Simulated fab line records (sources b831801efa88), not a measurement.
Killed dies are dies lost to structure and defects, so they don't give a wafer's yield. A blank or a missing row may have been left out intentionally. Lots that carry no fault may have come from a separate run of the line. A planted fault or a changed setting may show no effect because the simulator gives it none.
Which tool did it? | flow sky130 | 10 lots, 30 wafers sampled, at 6 steps of a route of 708

## WHAT THE GAUGES READ, wafer by wafer
SKY_SD_P_CD_MEAS_07: target cd 380 nm.
lot  | measured     | on        | cd nm (nm)
L688 | day 25 12:13 | cd sem-01 | 377.4 376.9 371.9
L692 | day 27 07:49 | cd sem-01 | 380.1 383.0 378.7
L693 | day 27 21:07 | cd sem-01 | 384.2 381.6 383.0
L694 | day 28 02:23 | cd sem-02 | 381.9 384.4 385.0
L696 | day 29 00:02 | cd sem-02 | 380.6 380.0 379.6
L700 | day 30 06:53 | cd sem-02 | 377.7 380.3 378.6
L704 | day 31 11:38 | cd sem-01 | 380.1 378.2 378.2
L706 | day 32 04:09 | cd sem-02 | 378.0 377.0 378.5
L707 | day 32 13:33 | cd sem-01 | 377.0 379.7 379.5
L710 | day 33 15:33 | cd sem-02 | 380.2 381.3 382.6

SKY_SD_N_TW_MEAS_12.
lot  | measured     | on            | SD_N_TW
L688 | day 27 23:46 | film metro-04 | 3941 3930 3954
L692 | day 29 17:20 | film metro-02 | 4056 4084 4065
L693 | day 30 07:08 | film metro-02 | 4010 4004 4008
L694 | day 30 11:30 | film metro-02 | 4026 4024 4011
L696 | day 31 07:52 | film metro-04 | 3990 3958 3962
L700 | day 32 14:10 | film metro-04 | 3954 3944 3948
L704 | day 33 18:35 | film metro-04 | 3899 3913 3926
L706 | day 34 10:39 | film metro-01 | 3890 3895 3891
L707 | day 34 21:42 | film metro-02 | 4028 4044 4018
L710 | day 35 21:09 | film metro-04 | 3999 4014 3990

SKY_SD_N_RS_MEAS_16: uses a four-point probe to measure.
lot  | measured     | on            | SD_N_RS (ohm/sq)
L688 | day 28 00:13 | film metro-01 | 68.23 68.30 68.55
L692 | day 29 17:37 | film metro-01 | 68.31 68.44 68.48
L693 | day 30 07:25 | film metro-02 | 68.62 68.58 68.49
L694 | day 30 11:47 | film metro-01 | 68.43 68.37 68.43
L696 | day 31 08:10 | film metro-04 | 68.50 68.40 68.44
L700 | day 32 14:28 | film metro-02 | 68.54 68.62 68.52
L704 | day 33 18:53 | film metro-01 | 77.46 77.36 77.29
L706 | day 34 10:56 | film metro-02 | 77.45 77.58 77.33
L707 | day 34 21:59 | film metro-01 | 68.62 68.44 68.60
L710 | day 35 21:26 | film metro-04 | 68.43 68.54 68.60

## WHICH TOOL RAN EACH LOT (tool, then ch and the chambers of the sampled wafers, then the start)
lot  | SKY_POLY_CUT_ETCH_10               | SKY_SD_N_IMPLANT_09             | SKY_SD_N_STRIP_11
L688 | rie diel-02 ch 2,3, day 24 07:15   | implanter-01 ch 0, day 27 23:22 | plasma asher-04 ch 0,1, day 27 23:40
L692 | rie diel-01 ch 1,2,3, day 26 02:37 | implanter-02 ch 0, day 29 16:56 | plasma asher-02 ch 0,1, day 29 17:13
L693 | rie diel-02 ch 0,2,3, day 26 15:24 | implanter-01 ch 0, day 30 06:44 | plasma asher-04 ch 0,1, day 30 07:01
L694 | rie diel-01 ch 0,1, day 26 21:30   | implanter-03 ch 0, day 30 11:06 | plasma asher-02 ch 0,1, day 30 11:24
L696 | rie diel-01 ch 0,1,2, day 27 19:49 | implanter-03 ch 0, day 31 07:30 | plasma asher-01 ch 0,1, day 31 07:47
L700 | rie diel-02 ch 0,1,2, day 29 03:00 | implanter-03 ch 0, day 32 13:47 | plasma asher-02 ch 0,1, day 32 14:03
L704 | rie diel-01 ch 1,2,3, day 30 08:12 | implanter-01 ch 0, day 33 18:13 | plasma asher-02 ch 0,1, day 33 18:30
L706 | rie diel-01 ch 0,2,3, day 31 01:12 | implanter-01 ch 0, day 34 10:15 | plasma asher-04 ch 0,1, day 34 10:33
L707 | rie diel-01 ch 1,2,3, day 31 10:18 | implanter-03 ch 0, day 34 21:18 | plasma asher-01 ch 0,1, day 34 21:36
L710 | rie diel-04 ch 0,2,3, day 32 12:51 | implanter-02 ch 0, day 35 20:45 | plasma asher-04 ch 0,1, day 35 21:03
- SKY_POLY_CUT_ETCH_10: etches BARC in N2/H2, stops on SiO2, time 45.9 s, target depth 60 nm.
- SKY_SD_N_IMPLANT_09
- SKY_SD_N_STRIP_11: strips in O2/N2.

## AS READ BY THE TOOLS THEMSELVES (means over the sampled wafers that have a number; for cases with no such wafer, the mark the record gives instead)
SKY_POLY_CUT_ETCH_10.
lot  | tool        | drypump motor current A (A) | h2 flow sccm (sccm) | oes product au (a.u.) | throttle valve pct (%)
L688 | rie diel-02 | 5.32                        | 200.0               | 0.860                 | 13.222
L692 | rie diel-01 | 5.71                        | 200.3               | 0.860                 | 13.231
L693 | rie diel-02 | 5.62                        | 200.3               | 0.851                 | 13.216
L694 | rie diel-01 | 5.65                        | 200.1               | 0.853                 | 13.231
L696 | rie diel-01 | 5.71                        | 199.6               | 0.854                 | 13.225
L700 | rie diel-02 | 5.54                        | 200.5               | 0.855                 | 13.224
L704 | rie diel-01 | 5.70                        | 200.3               | 0.859                 | 13.232
L706 | rie diel-01 | 5.58                        | 200.0               | 0.855                 | 13.232
L707 | rie diel-01 | 5.68                        | 199.6               | 0.856                 | 13.221
L710 | rie diel-04 | 5.95                        | 199.9               | 0.858                 | 13.226

SKY_SD_N_IMPLANT_09.
lot  | tool         | beam on s (s) | dose ions cm2
L688 | implanter-01 | 18.5          | 4e+15
L692 | implanter-02 | 16.0          | 4e+15
L693 | implanter-01 | 18.4          | 4e+15
L694 | implanter-03 | 19.6          | 4e+15
L696 | implanter-03 | 19.8          | 4e+15
L700 | implanter-03 | 19.9          | 4e+15
L704 | implanter-01 | 10.0          | 2e+15
L706 | implanter-01 | 10.1          | 2e+15
L707 | implanter-03 | 19.7          | 4e+15
L710 | implanter-02 | 16.0          | 4e+15

SKY_SD_N_STRIP_11.
lot  | tool            | drypump motor current A (A) | oes product au (a.u.) | strip time to endpoint s (s)
L688 | plasma asher-04 | 5.7                         | 0.529                 | 22.60
L692 | plasma asher-02 | 5.9                         | 0.526                 | 22.57
L693 | plasma asher-04 | 6.0                         | 0.530                 | 22.52
L694 | plasma asher-02 | 5.8                         | 0.532                 | 22.53
L696 | plasma asher-01 | 6.4                         | 0.528                 | 22.50
L700 | plasma asher-02 | 5.9                         | 0.529                 | 22.53
L704 | plasma asher-02 | 5.8                         | 0.561                 | 20.19
L706 | plasma asher-04 | 5.7                         | 0.565                 | 20.25
L707 | plasma asher-01 | 6.2                         | 0.529                 | 22.59
L710 | plasma asher-04 | 6.0                         | 0.532                 | 22.62

## THE ANSWER, worked out from the rows above alone
Rule: what is usual is taken from the lots themselves. Put in order of their means at a reading, lots are off if they are a third of the lots or fewer, leave a main group of 4 or more, and stand apart from it by a gap of 3 or more times the standard deviation of the main group's means; of several such gaps the widest counts. A main group is skipped when, at the precision printed for the reading in the tables above, its means are all equal. Also off: a lot with no number at a reading for which 4 or more lots have one. The other lots that the step has rows for count as sound. Order of review: gauges by route order, followed by the tools' own readings, for which a lot's mean as printed above is used. At the first step where some lot is off, the reading lying furthest off is the one used; lots without a number count as furthest.
Off: L704, L706, seen at SKY_SD_N_RS_MEAS_16 (SD_N_RS). For the main group the mean is 68.48 ohm/sq and the standard deviation 0.076.
If a tool, at a process step before that reading, ran all the lots that are off and no sound lot after the first of them, it fits. Not tried: the gauges at SKY_SD_N_RS_MEAS_16; whatever is off there is also off at SKY_SD_N_IMPLANT_09, on other tools, and gauge error can't account for it. One fits: SKY_SD_N_IMPLANT_09 on implanter-01. Its last sound lot is L693 (day 30 06:44), its first lot that is off L704 (day 33 18:13): a fault that began between those two fits.
The tool's own readings at SKY_SD_N_IMPLANT_09 bear it out: on the lots that are off they differ by more than 5 times the standard deviation of the sound lots' means. beam on s reads 10.1 s there against 18.5 s on the sound lots; dose ions cm2 reads 2e+15 there against 4e+15 on the sound lots.

## WHAT THE SIMULATOR HAD PUT IN
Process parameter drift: implanter-01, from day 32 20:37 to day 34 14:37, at SKY_SD_N_IMPLANT_09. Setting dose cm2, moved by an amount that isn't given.
Struck lots among those shown: L704, L706. The rule above reached the same finding.
